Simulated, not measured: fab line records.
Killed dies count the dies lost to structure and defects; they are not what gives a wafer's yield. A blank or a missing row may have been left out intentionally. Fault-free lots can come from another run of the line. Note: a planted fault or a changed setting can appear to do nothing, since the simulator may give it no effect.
Matching of chambers    flow gf180mcu    GF_V5_CVD_02 on pecvd-02 has 3 sister chambers
The step deposits SiO2 from TEOS, target thk 1450 nm, time 163.28 s. 3 wafers are shown with their chamber, then 12 later ones without.

== WAFERS WITH THEIR CHAMBER ==
wafer   chamber  heater-power-w (W)
L087.4  0        532
L089.2  2        694
L089.5  1        706

== WAFERS MISSING THEIR CHAMBER ==
wafer   heater-power-w (W)
L090.2  644
L090.3  624
L090.6  716
L093.1  548
L093.3  674
L093.6  649
L094.2  655
L094.4  527
L094.5  687
L097.4  575
L097.5  516
L097.6  571

== WHICH CHAMBER EACH ONE RAN IN ==
wafer    from the rows above            in truth
L090.2   can't be placed: 2 or 1 or 0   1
L090.3   can't be placed: 2 or 1 or 0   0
L090.6   can't be placed: 1 or 2        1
L093.1   0                              0
L093.3   can't be placed: 2 or 1        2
L093.6   can't be placed: 2 or 1        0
L094.2   can't be placed: 2 or 1        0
L094.4   0                              0
L094.5   can't be placed: 2 or 1        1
L097.4   0                              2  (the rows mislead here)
L097.5   0                              0
L097.6   0                              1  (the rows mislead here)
3 of 12 placed correctly. These rows do not allow placing 7 (true chamber among the candidates in 5). Number placed wrongly: 2.
How it was worked out, from the rows above alone: a wafer's distance from a chamber is the root of the sum, over the readings, of the square of ((its reading less the chamber's mean) divided by the reading's scatter). The wafer belongs to the nearest chamber; if the next one is less than 2 further off, it can't be placed. For every chamber, the mean is computed from those of its wafers that are shown. The scatter (one wafer shown for each chamber): square how far every hidden wafer sits from the nearest shown wafer, average those squares and take the square root.
